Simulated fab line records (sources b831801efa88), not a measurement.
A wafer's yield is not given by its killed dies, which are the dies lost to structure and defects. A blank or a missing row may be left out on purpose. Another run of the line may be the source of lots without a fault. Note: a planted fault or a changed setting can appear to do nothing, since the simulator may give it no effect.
fab line records	flow sky130
[record] lots = 12	wafers = 36	last_day = 50
route steps=708 shown VIA2@528 CAPM@537 PAD_OPEN@708
lots with no fault: from the same line, run without faults
start_h: start of the lot's first displayed wafer, in hours after the record's first day	wait_h: hours elapsed since this lot's preceding step	" identical to the entry in the row above	L1.1+2: one row covering several wafers at once	- no value, or no start given	* or withheld: withheld	< > ~ a bound
route shown NAME@n: NAME is a module with steps in the file, n the number in the route of the first one	usual: the fault-free wafers' mean and standard deviation	same: alike in all rows	chamber/n: place in a boat	sites: readings site by site	_std_site: the values' standard deviation	_edge_site: inner sites' mean taken away from outer sites' mean	radius_mm: how far each site lies from the wafer's centre	mask NAME#n: copy n	behind: the most recent tool/chamber to have shaped the wafer	hold: the reason the lot was held/the length of the hold in hours/how it ended	device: transistor that didn't switch, given as n, p or np	end of line: tests run on the same wafers once the route is complete	step lacking rows: just its recipe	killed: not the wafer's yield, but the dies lost to structure and defects at the first sort	map: dies across one wafer; x = killed, . = not, _ = none there
set.NAME: the setting that was run; set.NAME@STEP: the one run at that earlier step	model.NAME: the simulator's own value behind a step, which no gauge read
a sample of lots followed through the steps of the route, with each step as a table and each wafer as a row
services: when a tool's chamber went out of use (start_h, in hours from the record's first day, below 0 if earlier), for how many hours, and the reason
[[steps]]
[step SKY_VIA2_CVD_21]
[recipe] material = W	target_thk_nm = 420	time_s = 126.4	temp_c = 400	pressure_torr = 40
[usual] heater_power_w = 786/38	susceptor_temp_C = 399.93/0.22
lot.wafer	tool	chamber	start_h	wait_h	heater_power_w	susceptor_temp_C
L714.3	cvd_w-02	1	856.19	0.1	827	400.13
L714.5	"	1	"	"	831	400.02
L714.6	"	0	"	"	799	399.90
L715.1	cvd_w-01	1	866.14	0.0	822	400.07
L715.3	"	0	"	"	751	399.40
L715.4	"	1	"	"	817	399.99
L716.2	cvd_w-02	1	875.34	0.0	847	399.88
L716.4	"	1	"	"	840	399.94
L716.6	"	1	"	"	825	399.87
L718.2	cvd_w-02	0	875.93	0.0	801	400.16
L718.3	"	0	"	"	798	400.42
L718.6	"	1	"	"	845	399.90
L717.3	cvd_w-02	0	879.19	0.1	798	399.90
L717.4	"	1	"	"	855	399.93
L717.5	"	0	"	"	804	399.47
L721.2	cvd_w-01	0	908.09	0.0	767	399.97
L721.3	"	1	"	"	832	399.96
L721.5	"	0	"	"	743	400.14
L724.2	cvd_w-01	1	930.45	0.0	816	400.33
L724.3	"	1	"	"	819	400.00
L724.4	"	0	"	"	752	400.46
L726.1	cvd_w-01	0	942.35	0.0	765	399.80
L726.4	"	1	"	"	815	400.33
L726.6	"	1	"	"	821	399.94
L730.2	cvd_w-02	0	974.70	0.0	753	399.72
L730.4	"	0	"	"	745	399.59
L730.6	"	0	"	"	758	399.45
L731.2	cvd_w-01	1	979.64	0.0	824	400.07
L731.4	"	0	"	"	750	399.82
L731.6	"	0	"	"	768	399.83
L732.1	cvd_w-02	0	988.10	0.0	749	399.86
L732.5	"	0	"	"	759	399.69
L732.6	"	1	"	"	724	399.96
L734.1	cvd_w-01	1	1001.41	0.0	842	399.66
L734.4	"	1	"	"	825	399.74
L734.5	"	0	"	"	768	400.09
[step SKY_CAPM_CVD_00]
[recipe] material = SiO2	target_thk_nm = 15.5	temp_c = 400	time_s = withheld	rf_w = 450
[usual] heater_power_w = 773/87	susceptor_temp_C = 399.99/0.21
lot.wafer	tool	chamber	start_h	wait_h	heater_power_w	susceptor_temp_C
L714.3	pecvd-01	2	857.03	0.0	661	399.96
L714.5	"	2	"	"	688	400.02
L714.6	"	0	"	"	813	399.99
L715.1	pecvd-04	0	866.91	0.0	829	400.16
L715.3	"	2	"	"	778	399.75
L715.4	"	0	"	"	799	399.76
L716.2	pecvd-03	1	876.11	0.0	808	399.94
L716.4	"	1	"	"	815	399.63
L716.6	"	2	"	"	598	399.82
L718.2	pecvd-04	2	876.69	0.0	777	400.29
L718.3	"	0	"	"	879	400.09
L718.6	"	0	"	"	898	399.64
L717.3	pecvd-01	0	879.91	0.0	810	400.26
L717.4	"	1	"	"	780	400.64
L717.5	"	0	"	"	818	399.70
L721.2	pecvd-03	1	908.86	0.0	880	400.05
L721.3	"	0	"	"	706	399.75
L721.5	"	0	"	"	699	399.87
L721.2	pecvd-03	1	909	-	852	399.91
L721.3	"	0	"	"	694	399.89
L721.5	"	0	"	"	704	400.18
L724.2	pecvd-01	0	931.22	0.0	720	400.44
L724.3	"	2	"	"	737	400.39
L724.4	"	1	"	"	776	399.56
L724.2	pecvd-01	0	931	-	717	399.95
L724.3	"	2	"	"	752	399.53
L724.4	"	1	"	"	780	399.75
L726.1	pecvd-04	1	943.12	0.0	906	399.86
L726.4	"	2	"	"	749	400.02
L726.6	"	0	"	"	937	399.95
L726.1	pecvd-04	1	943	-	903	399.89
L726.4	"	2	"	"	761	400.44
L726.6	"	0	"	"	926	399.55
L730.2	pecvd-04	2	975.46	0.0	804	400.00
L730.4	"	0	"	"	931	399.91
L730.6	"	2	"	"	810	399.89
L731.2	pecvd-01	2	980.41	0.0	633	400.28
L731.4	"	2	"	"	637	400.24
L731.6	"	1	"	"	781	399.94
L732.1	pecvd-01	2	988.87	0.0	721	399.88
L732.5	"	2	"	"	720	399.80
L732.6	"	1	"	"	886	399.94
L734.1	pecvd-01	2	1002.17	0.0	659	399.98
L734.4	"	1	"	"	780	399.94
L734.5	"	2	"	"	659	400.04
[step SKY_CAPM_THK_MEAS_01]
[recipe] reads = SiO2_of_CAPM_CVD_00
[usual] CAPM_CVD_00_THK = 15.49/0.2
lot.wafer	tool	chamber	start_h	wait_h	CAPM_CVD_00_THK[nm]
L714.3	film_metro-04	-	857.07	-	15.17
L714.5	"	-	"	"	15.66
L714.6	"	-	"	"	15.55
L715.1	film_metro-04	-	866.93	-	15.45
L715.3	"	-	"	"	15.49
L715.4	"	-	"	"	15.73
L716.2	film_metro-01	-	876.14	-	15.46
L716.4	"	-	"	"	15.51
L716.6	"	-	"	"	15.57
L718.2	film_metro-04	-	876.72	-	15.15
L718.3	"	-	"	"	15.26
L718.6	"	-	"	"	15.30
L717.3	film_metro-04	-	879.95	-	15.60
L717.4	"	-	"	"	15.52
L717.5	"	-	"	"	15.85
L721.2	film_metro-04	-	909.08	-	30.69
L721.3	"	-	"	"	30.59
L721.5	"	-	"	"	30.89
L724.2	film_metro-03	-	931.44	-	30.72
L724.3	"	-	"	"	30.91
L724.4	"	-	"	"	31.58
L726.1	film_metro-04	-	943.33	-	30.83
L726.4	"	-	"	"	30.89
L726.6	"	-	"	"	31.09
L730.2	film_metro-04	-	975.49	-	15.36
L730.4	"	-	"	"	15.53
L730.6	"	-	"	"	15.65
L731.2	film_metro-01	-	980.44	-	15.64
L731.4	"	-	"	"	15.84
L731.6	"	-	"	"	15.86
L732.1	film_metro-01	-	988.89	-	15.34
L732.5	"	-	"	"	15.58
L732.6	"	-	"	"	15.57
L734.1	film_metro-03	-	1002.19	-	15.30
L734.4	"	-	"	"	15.44
L734.5	"	-	"	"	15.47
[step SKY_CAPM_SPUTTER_02]
[recipe] material = TiN	target_thk_nm = 200	temp_c = 300	power_w = 6500	time_s = 166.7	chamber_pressure_pa = 0.4
[usual] susceptor_temp_C = 300.03/0.19	throttle_valve_pct = 30.0/1.1
lot.wafer	tool	chamber	start_h	wait_h	susceptor_temp_C	throttle_valve_pct
L714.3	pvd_sputter-04	-	857.11	0.0	299.79	30.2
L714.5	"	-	"	"	299.71	29.9
L714.6	"	-	"	"	299.95	32.8
L715.1	pvd_sputter-03	-	866.99	0.1	300.32	29.5
L715.3	"	-	"	"	299.82	31.5
L715.4	"	-	"	"	299.80	29.7
L716.2	pvd_sputter-03	-	876.19	0.0	299.78	29.6
L716.4	"	-	"	"	300.11	29.3
L716.6	"	-	"	"	300.13	29.6
L718.2	pvd_sputter-04	-	876.77	0.0	299.79	32.8
L718.3	"	-	"	"	299.85	30.6
L718.6	"	-	"	"	299.87	30.3
L717.3	pvd_sputter-02	-	879.99	0.0	299.93	28.0
L717.4	"	-	"	"	299.76	28.8
L717.5	"	-	"	"	300.04	29.7
L721.2	pvd_sputter-03	-	909.13	0.0	300.51	29.6
L721.3	"	-	"	"	299.96	31.6
L721.5	"	-	"	"	299.95	29.5
L724.2	pvd_sputter-03	-	931.49	0.0	299.93	29.6
L724.3	"	-	"	"	300.02	30.2
L724.4	"	-	"	"	299.96	29.4
L726.1	pvd_sputter-04	-	943.39	0.1	300.11	30.1
L726.4	"	-	"	"	300.24	30.6
L726.6	"	-	"	"	300.20	30.6
L730.2	pvd_sputter-04	-	975.54	0.0	299.91	29.6
L730.4	"	-	"	"	300.11	32.4
L730.6	"	-	"	"	300.08	30.2
L731.2	pvd_sputter-04	-	980.49	0.0	300.21	30.1
L731.4	"	-	"	"	299.85	32.6
L731.6	"	-	"	"	299.96	32.6
L732.1	pvd_sputter-04	-	988.95	0.1	300.26	29.5
L732.5	"	-	"	"	300.27	30.4
L732.6	"	-	"	"	300.20	29.5
L734.1	pvd_sputter-02	-	1002.25	0.1	299.94	28.0
L734.4	"	-	"	"	300.26	29.9
L734.5	"	-	"	"	300.03	28.4
[step SKY_CAPM_STRIP_14]
[recipe] chemistry = O2/N2	power_w = 1400	pressure_mtorr = 1500	platen_temp_c = withheld	o2_flow_sccm = 3000	n2_flow_sccm = 300	overash_fraction = 0.5
[usual] drypump_motor_current_A = 5.9/0.42	n2_flow_sccm = 300.0/0.96	oes_product_au = 0.710/0.005	strip_time_to_endpoint_s = 12.66/0.044
lot.wafer	tool	chamber	start_h	wait_h	drypump_motor_current_A	n2_flow_sccm	oes_product_au	rf_hours_counter_h	strip_time_to_endpoint_s
L714.3	plasma_asher-04	1	882.60	0.1	6.2	300.6	0.709	-	12.61
L714.5	"	0	"	"	5.9	301.8	0.705	-	12.62
L714.6	"	1	"	"	6.2	300.4	0.705	-	12.58
L715.1	plasma_asher-01	1	893.31	0.1	5.6	300.4	0.703	46	12.70
L715.3	"	0	"	"	5.3	300.3	0.707	-	12.65
L715.4	"	1	"	"	5.6	302.0	0.710	-	12.68
L716.2	plasma_asher-04	0	901.56	0.1	5.9	299.8	0.713	16	12.66
L716.4	"	1	"	"	6.2	300.0	0.717	-	12.57
L716.6	"	0	"	"	5.9	300.4	0.720	-	12.64
L718.2	plasma_asher-03	0	901.89	0.1	6.7	299.9	0.717	106	12.69
L718.3	"	1	"	"	5.5	301.0	0.704	-	12.65
L718.6	"	0	"	"	6.7	301.5	0.705	-	12.68
L717.3	plasma_asher-03	0	905.78	0.1	6.7	300.2	0.703	-	12.67
L717.4	"	1	"	"	5.5	299.4	0.711	-	12.67
L717.5	"	0	"	"	6.7	299.4	0.707	-	12.68
L721.2	plasma_asher-04	0	933.95	0.1	5.8	298.3	0.714	18	12.75
L721.3	"	0	"	"	5.9	298.1	0.705	-	12.73
L721.5	"	1	"	"	6.2	300.0	0.703	-	12.73
L724.2	plasma_asher-03	0	956.31	0.1	6.7	299.0	0.697	112	12.73
L724.3	"	1	"	"	5.5	298.8	0.706	-	12.75
L724.4	"	0	"	"	6.7	299.6	0.715	-	12.73
L726.1	plasma_asher-04	1	968.31	0.1	6.2	298.7	0.708	22	12.71
L726.4	"	1	"	"	6.2	299.5	0.721	-	12.63
L726.6	"	0	"	"	5.9	299.5	0.704	-	12.66
L730.2	plasma_asher-04	1	999.56	0.1	6.2	301.1	0.710	25	12.65
L730.4	"	1	"	"	6.2	301.5	0.717	-	12.64
L730.6	"	0	"	"	5.9	299.6	0.705	-	12.64
L731.2	plasma_asher-03	1	1004.30	0.1	5.6	300.9	0.706	116	12.67
L731.4	"	1	"	"	5.5	300.5	0.711	-	12.63
L731.6	"	1	"	"	5.5	301.0	0.715	-	12.69
L732.1	plasma_asher-04	1	1012.79	0.1	6.1	300.5	0.704	27	12.64
L732.5	"	0	"	"	5.9	300.3	0.709	-	12.67
L732.6	"	1	"	"	6.2	299.1	0.708	-	12.63
L734.1	plasma_asher-04	1	1025.80	0.1	6.2	300.0	0.712	28	12.62
L734.4	"	1	"	"	6.2	301.4	0.702	-	12.66
L734.5	"	0	"	"	5.9	300.1	0.709	-	12.67
[step SKY_PAD_OPEN_PROBE_99]
[usual] defect_limited_yield = 82.6/1.9	killed_at_M0_to_M3 = 43/7	killed_at_M4_up = 3.1/2	killed_at_contacts = 24/5.3	killed_at_front_end = 15/4.2	killed_at_other = 0.4/0.66	killed_dies = 86/9.5	killed_open = 47/7.4	killed_short = 38/6.2
[same] gross_dies = 492	killed_at_back_side = 0
lot.wafer	tool	chamber	start_h	wait_h	defect_limited_yield[%]	killed_at_M0_to_M3	killed_at_M4_up	killed_at_contacts	killed_at_front_end	killed_at_other	killed_dies	killed_open	killed_short
L714.3	prober-02	-	1083.01	0.2	84.3	37	6	20	14	0	77	42	35
L714.5	prober-02	-	1083.11	0.2	81.5	40	3	22	26	0	91	46	45
L714.6	prober-02	-	1083.16	0.2	83.3	43	7	20	12	0	82	37	44
L715.1	prober-01	-	1090.78	0.1	82.9	42	3	23	16	0	84	44	39
L715.3	prober-01	-	1090.88	0.2	79.1	55	1	34	13	0	103	57	46
L715.4	prober-01	-	1090.93	0.2	83.5	48	2	20	11	0	81	50	31
L716.2	prober-02	-	1097.20	0.1	83.1	32	3	30	18	0	83	39	44
L716.4	prober-02	-	1097.30	0.2	85.0	40	1	15	17	1	74	39	33
L716.6	prober-02	-	1097.40	0.2	84.6	49	1	12	13	1	76	37	38
L718.2	prober-01	-	1098.44	0.1	81.3	39	3	36	14	0	92	50	42
L718.3	prober-01	-	1098.49	0.2	78.7	52	1	33	19	0	105	50	55
L718.6	prober-01	-	1098.64	0.2	84.8	41	2	21	11	0	75	44	31
L717.3	prober-02	-	1101.80	0.2	81.7	50	5	20	15	0	90	50	40
L717.4	prober-02	-	1101.85	0.2	79.9	46	6	23	24	0	99	50	48
L717.5	prober-02	-	1101.90	0.2	82.7	48	4	22	10	1	85	44	41
L721.2	prober-01	-	1123.49	0.1	83.9	37	3	25	14	0	79	43	36
L721.3	prober-01	-	1123.54	0.2	82.5	37	2	24	23	0	86	42	44
L721.5	prober-01	-	1123.64	0.2	82.3	45	4	27	11	0	87	51	36
L724.2	prober-02	-	1139.60	0.1	85.8	29	4	17	19	1	70	27	43
L724.3	prober-02	-	1139.65	0.2	84.3	40	2	20	15	0	77	44	33
L724.4	prober-02	-	1139.70	0.2	82.9	43	4	17	19	1	84	42	42
L726.1	prober-01	-	1150.07	0.1	86.0	35	2	17	15	0	69	41	28
L726.4	prober-01	-	1150.22	0.2	83.9	39	3	27	9	1	79	50	28
L726.6	prober-01	-	1150.32	0.2	84.6	39	7	23	7	0	76	42	34
L730.2	prober-01	-	1172.40	0.1	81.3	55	4	19	14	0	92	51	40
L730.4	prober-01	-	1172.50	0.2	82.7	46	3	21	15	0	85	43	42
L730.6	prober-01	-	1172.60	0.2	83.9	34	2	25	18	0	79	49	30
L731.2	prober-02	-	1177.40	0.1	80.7	42	3	33	17	0	95	52	42
L731.4	prober-02	-	1177.50	0.2	81.7	57	3	18	11	1	90	47	43
L731.6	prober-02	-	1177.60	0.2	84.6	40	2	17	17	0	76	33	40
L732.1	prober-01	-	1181.72	0.1	82.1	47	6	21	14	0	88	42	46
L732.5	prober-01	-	1181.92	0.2	81.5	45	4	30	12	0	91	61	30
L732.6	prober-01	-	1181.97	0.2	80.1	52	3	22	20	1	98	49	49
L734.1	prober-01	-	1190.68	0.1	83.1	46	3	11	21	2	83	48	33
L734.4	prober-01	-	1190.83	0.2	82.5	42	1	26	16	1	86	49	37
L734.5	prober-01	-	1190.88	0.2	83.7	37	4	23	16	0	80	47	33
// killed by level:class
L714.3 VIA1:geometric_particle:open=10 CONTACT:geometric_particle:open=9 VIA3:geometric_particle:open=7 CONTACT:geometric_particle:short=7 METAL2:geometric_particle:short=6 POLY_GATE:geometric_particle:short=4 METAL4:geometric_particle:short=4 VIA1:geometric_particle:short=4
L714.5 VIA1:geometric_particle:open=11 POLY_GATE:geometric_particle:short=7 LI_CONTACT:geometric_particle:open=7 CONTACT:geometric_particle:open=7 FIELD_ISO:geometric_particle:short=6 METAL1:geometric_particle:short=5 VIA2:geometric_particle:open=5 FIELD_ISO:geometric_particle:open=4
L714.6 LI_CONTACT:geometric_particle:open=6 METAL1:geometric_particle:short=6 VIA3:geometric_particle:open=6 LOCAL_INTERCONNECT:geometric_particle:short=5 METAL2:geometric_particle:short=5 VIA2:geometric_particle:open=5 VIA2:geometric_particle:short=5 FIELD_ISO:geometric_particle:short=4
L715.1 VIA1:geometric_particle:open=10 CONTACT:geometric_particle:open=8 LI_CONTACT:geometric_particle:open=6 VIA1:geometric_particle:short=6 VIA2:geometric_particle:open=5 FIELD_ISO:geometric_particle:open=4 CONTACT:geometric_particle:short=4 FIELD_ISO:geometric_particle:short=3
L715.3 VIA1:geometric_particle:open=16 CONTACT:geometric_particle:open=14 VIA3:geometric_particle:open=9 LI_CONTACT:geometric_particle:short=7 LI_CONTACT:geometric_particle:open=7 METAL3:geometric_particle:short=7 VIA1:geometric_particle:short=6 FIELD_ISO:geometric_particle:short=5
L715.4 VIA1:geometric_particle:open=16 CONTACT:geometric_particle:open=6 METAL1:geometric_particle:short=6 VIA3:geometric_particle:open=6 LOCAL_INTERCONNECT:geometric_particle:short=5 VIA2:geometric_particle:open=5 METAL3:geometric_particle:short=5 FIELD_ISO:geometric_particle:open=4
L716.2 CONTACT:geometric_particle:open=9 METAL1:geometric_particle:short=8 VIA1:geometric_particle:open=7 CONTACT:geometric_particle:short=6 FIELD_ISO:geometric_particle:open=5 LI_CONTACT:geometric_particle:open=5 METAL2:geometric_particle:short=5 LOCAL_INTERCONNECT:geometric_particle:short=5
L716.4 VIA1:geometric_particle:open=10 METAL1:geometric_particle:short=6 LI_CONTACT:geometric_particle:open=5 METAL2:geometric_particle:short=5 POLY_GATE:geometric_particle:open=4 FIELD_ISO:geometric_particle:open=4 POLY_GATE:geometric_particle:short=4 CONTACT:geometric_particle:open=4
L716.6 VIA3:geometric_particle:open=8 METAL2:geometric_particle:short=7 VIA1:geometric_particle:open=6 VIA2:geometric_particle:open=6 VIA2:geometric_particle:short=5 FIELD_ISO:geometric_particle:open=4 METAL1:geometric_particle:short=4 VIA1:geometric_particle:short=4
L718.2 LI_CONTACT:geometric_particle:open=14 CONTACT:geometric_particle:short=9 CONTACT:geometric_particle:open=9 VIA2:geometric_particle:open=8 VIA1:geometric_particle:open=7 VIA1:geometric_particle:short=5 FIELD_ISO:geometric_particle:short=4 POLY_GATE:geometric_particle:short=4
L718.3 VIA1:geometric_particle:short=12 VIA1:geometric_particle:open=12 POLY_GATE:geometric_particle:open=8 LI_CONTACT:geometric_particle:open=8 CONTACT:geometric_particle:short=8 CONTACT:geometric_particle:open=8 METAL2:geometric_particle:short=6 FIELD_ISO:geometric_particle:short=5
L718.6 CONTACT:geometric_particle:open=10 VIA1:geometric_particle:short=9 VIA1:geometric_particle:open=8 LI_CONTACT:geometric_particle:open=6 POLY_GATE:geometric_particle:open=5 VIA2:geometric_particle:open=5 VIA3:geometric_particle:open=4 CONTACT:geometric_particle:short=4
L717.3 VIA1:geometric_particle:open=14 CONTACT:geometric_particle:open=9 VIA1:geometric_particle:short=9 VIA2:geometric_particle:open=8 FIELD_ISO:geometric_particle:open=5 CONTACT:geometric_particle:short=5 VIA3:geometric_particle:open=5 FIELD_ISO:geometric_particle:short=4
L717.4 VIA2:geometric_particle:open=10 POLY_GATE:geometric_particle:short=7 VIA1:geometric_particle:open=7 CONTACT:geometric_particle:short=6 POLY_GATE:geometric_particle:open=6 METAL2:geometric_particle:short=6 FIELD_ISO:geometric_particle:short=5 LI_CONTACT:geometric_particle:open=5
L717.5 VIA1:geometric_particle:open=13 VIA2:geometric_particle:open=7 VIA3:geometric_particle:open=7 METAL2:geometric_particle:short=6 LI_CONTACT:geometric_particle:open=5 LOCAL_INTERCONNECT:geometric_particle:short=5 CONTACT:geometric_particle:short=4 CONTACT:geometric_particle:open=4
L721.2 CONTACT:geometric_particle:open=8 VIA1:geometric_particle:open=8 LI_CONTACT:geometric_particle:open=7 METAL1:geometric_particle:short=6 METAL3:geometric_particle:short=5 VIA3:geometric_particle:open=5 VIA2:geometric_particle:open=4 POLY_GATE:geometric_particle:open=4
L721.3 CONTACT:geometric_particle:open=10 FIELD_ISO:geometric_particle:short=8 METAL1:geometric_particle:short=8 FIELD_ISO:geometric_particle:open=7 LI_CONTACT:geometric_particle:open=7 VIA2:geometric_particle:open=6 VIA1:geometric_particle:open=5 METAL2:geometric_particle:short=5
L721.5 VIA1:geometric_particle:open=12 CONTACT:geometric_particle:open=10 VIA2:geometric_particle:open=6 LI_CONTACT:geometric_particle:open=5 CONTACT:geometric_particle:short=5 VIA3:geometric_particle:open=4 METAL1:geometric_particle:short=4 METAL3:geometric_particle:short=4
L724.2 FIELD_ISO:geometric_particle:short=7 METAL1:geometric_particle:short=6 VIA3:geometric_particle:open=6 LOCAL_INTERCONNECT:geometric_particle:short=5 LI_CONTACT:geometric_particle:open=4 CONTACT:geometric_particle:short=4 VIA1:geometric_particle:short=4 METAL2:geometric_particle:short=4
L724.3 METAL2:geometric_particle:short=8 VIA3:geometric_particle:open=8 VIA1:geometric_particle:open=7 LI_CONTACT:geometric_particle:open=7 FIELD_ISO:geometric_particle:open=5 CONTACT:geometric_particle:open=5 METAL1:geometric_particle:short=4 LOCAL_INTERCONNECT:geometric_particle:short=4
L724.4 VIA1:geometric_particle:open=14 POLY_GATE:geometric_particle:open=5 METAL3:geometric_particle:short=5 VIA1:geometric_particle:short=5 CONTACT:geometric_particle:short=4 CONTACT:geometric_particle:open=4 METAL1:geometric_particle:short=4 VIA3:geometric_particle:open=4
L726.1 VIA3:geometric_particle:open=8 VIA1:geometric_particle:open=8 CONTACT:geometric_particle:open=6 VIA2:geometric_particle:open=6 LI_CONTACT:geometric_particle:open=5 POLY_GATE:geometric_particle:open=4 CONTACT:geometric_particle:short=4 METAL1:geometric_particle:short=4
L726.4 CONTACT:geometric_particle:open=10 VIA1:geometric_particle:open=8 VIA3:geometric_particle:open=8 LI_CONTACT:geometric_particle:open=7 METAL1:geometric_particle:short=6 VIA2:geometric_particle:open=4 POLY_GATE:geometric_particle:open=3 LOCAL_INTERCONNECT:geometric_particle:short=3
L726.6 CONTACT:geometric_particle:open=11 VIA1:geometric_particle:open=7 METAL2:geometric_particle:short=6 VIA2:geometric_particle:open=6 VIA3:geometric_particle:open=5 FIELD_ISO:geometric_particle:open=4 LI_CONTACT:geometric_particle:open=4 LOCAL_INTERCONNECT:geometric_particle:short=4
L730.2 VIA1:geometric_particle:open=19 VIA3:geometric_particle:open=8 CONTACT:geometric_particle:open=8 VIA2:geometric_particle:open=7 METAL2:geometric_particle:short=6 METAL1:geometric_particle:short=5 POLY_GATE:geometric_particle:short=4 VIA1:geometric_particle:short=4
L730.4 METAL1:geometric_particle:short=12 VIA1:geometric_particle:open=10 CONTACT:geometric_particle:short=7 CONTACT:geometric_particle:open=5 VIA3:geometric_particle:open=5 METAL2:geometric_particle:short=5 FIELD_ISO:geometric_particle:short=4 LI_CONTACT:geometric_particle:open=4
L730.6 CONTACT:geometric_particle:open=13 VIA1:geometric_particle:open=11 VIA2:geometric_particle:open=8 POLY_GATE:geometric_particle:open=5 FIELD_ISO:geometric_particle:open=4 LOCAL_INTERCONNECT:geometric_particle:short=4 METAL1:geometric_particle:short=4 POLY_GATE:geometric_particle:short=3
L731.2 LI_CONTACT:geometric_particle:open=17 VIA2:geometric_particle:open=10 CONTACT:geometric_particle:short=7 VIA3:geometric_particle:open=6 FIELD_ISO:geometric_particle:short=5 POLY_GATE:geometric_particle:short=5 VIA1:geometric_particle:short=5 VIA1:geometric_particle:open=5
L731.4 VIA1:geometric_particle:open=10 METAL2:geometric_particle:short=8 METAL3:geometric_particle:short=8 VIA3:geometric_particle:open=7 LI_CONTACT:geometric_particle:open=6 CONTACT:geometric_particle:open=6 METAL1:geometric_particle:short=6 VIA2:geometric_particle:open=5
L731.6 VIA1:geometric_particle:short=8 METAL1:geometric_particle:short=6 VIA1:geometric_particle:open=6 CONTACT:geometric_particle:short=5 CONTACT:geometric_particle:open=5 VIA2:geometric_particle:open=5 POLY_GATE:geometric_particle:short=4 POLY_GATE:geometric_particle:open=4
L732.1 VIA1:geometric_particle:open=11 LI_CONTACT:geometric_particle:open=10 METAL2:geometric_particle:short=7 VIA2:geometric_particle:open=6 FIELD_ISO:geometric_particle:short=5 VIA2:geometric_particle:short=5 VIA3:geometric_particle:short=5 METAL4:geometric_particle:short=5
L732.5 VIA1:geometric_particle:open=16 CONTACT:geometric_particle:open=14 LI_CONTACT:geometric_particle:open=8 VIA3:geometric_particle:open=8 FIELD_ISO:geometric_particle:open=5 POLY_GATE:geometric_particle:short=4 METAL2:geometric_particle:short=3 LOCAL_INTERCONNECT:geometric_particle:short=3
L732.6 VIA1:geometric_particle:open=15 VIA1:geometric_particle:short=10 CONTACT:geometric_particle:open=8 CONTACT:geometric_particle:short=6 FIELD_ISO:geometric_particle:open=5 METAL2:geometric_particle:short=5 METAL1:geometric_particle:short=4 POLY_GATE:geometric_particle:open=4
L734.1 VIA1:geometric_particle:open=14 FIELD_ISO:geometric_particle:open=9 VIA1:geometric_particle:short=9 VIA2:geometric_particle:open=8 POLY_GATE:geometric_particle:open=6 METAL1:geometric_particle:short=4 VIA3:geometric_particle:short=4 POLY_GATE:geometric_particle:short=3
L734.4 VIA1:geometric_particle:open=13 CONTACT:geometric_particle:open=11 VIA3:geometric_particle:open=7 POLY_GATE:geometric_particle:open=6 CONTACT:geometric_particle:short=6 VIA2:geometric_particle:open=6 VIA1:geometric_particle:short=4 METAL2:geometric_particle:short=4
L734.5 CONTACT:geometric_particle:open=11 VIA1:geometric_particle:open=11 METAL1:geometric_particle:short=8 FIELD_ISO:geometric_particle:open=7 FIELD_ISO:geometric_particle:short=4 LI_CONTACT:geometric_particle:open=4 VIA3:geometric_particle:open=4 VIA2:geometric_particle:open=4
[[services]]
tool	chamber	start_h	hours	kind
cvd_w-01	0	838.66	11.6	repair
pecvd-01	0	840.69	2.1	scheduled_down
cvd_w-01	-	847.17	3.1	repair
pecvd-03	2	853.13	6.8	repair
pvd_sputter-02	-	860.27	14.7	repair
pecvd-01	0	861.38	5.0	scheduled_down
cvd_w-01	-	874.68	2.0	repair
pecvd-04	1	880.00	5.1	repair
cvd_w-02	0	881.27	8.7	repair
plasma_asher-01	-	883.40	2.1	repair
plasma_asher-03	-	898.01	3.7	repair
pecvd-04	2	898.04	3.4	repair
cvd_w-02	-	904.14	14.0	pm
pecvd-04	-	909.66	28.1	pm
plasma_asher-04	-	911.07	6.0	repair
cvd_w-02	-	940.97	0.4	repair
pvd_sputter-03	-	942.61	3.5	repair
pecvd-01	1	944.14	5.5	scheduled_down
pvd_sputter-02	-	957.48	0.6	repair
pecvd-01	1	960.28	2.1	scheduled_down
pecvd-04	2	969.02	3.6	repair
pvd_sputter-02	-	979.97	1.3	repair
pvd_sputter-04	-	994.29	6.0	repair
cvd_w-01	-	1012.68	6.0	pm
[[key]]
[first_sign] step = SKY_CAPM_CVD_00	reading = visit	direction = added
[effect] step = SKY_CAPM_THK_MEAS_01	reading = CAPM_CVD_00_THK	direction = up	sigmas = 79	usual = 15.49	struck = 30.91
met_at SKY_CAPM_CVD_00
struck_lots L721,L724,L726
not_acting_at SKY_VIA2_CVD_21,SKY_CAPM_SPUTTER_02,SKY_CAPM_STRIP_14
[fault] kind = repeated_step_whole	tool = pecvd-01,pecvd-03,pecvd-04	chamber = -	onset_h = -	steps = SKY_CAPM_CVD_00	times = 1	scope = struck_lots_only
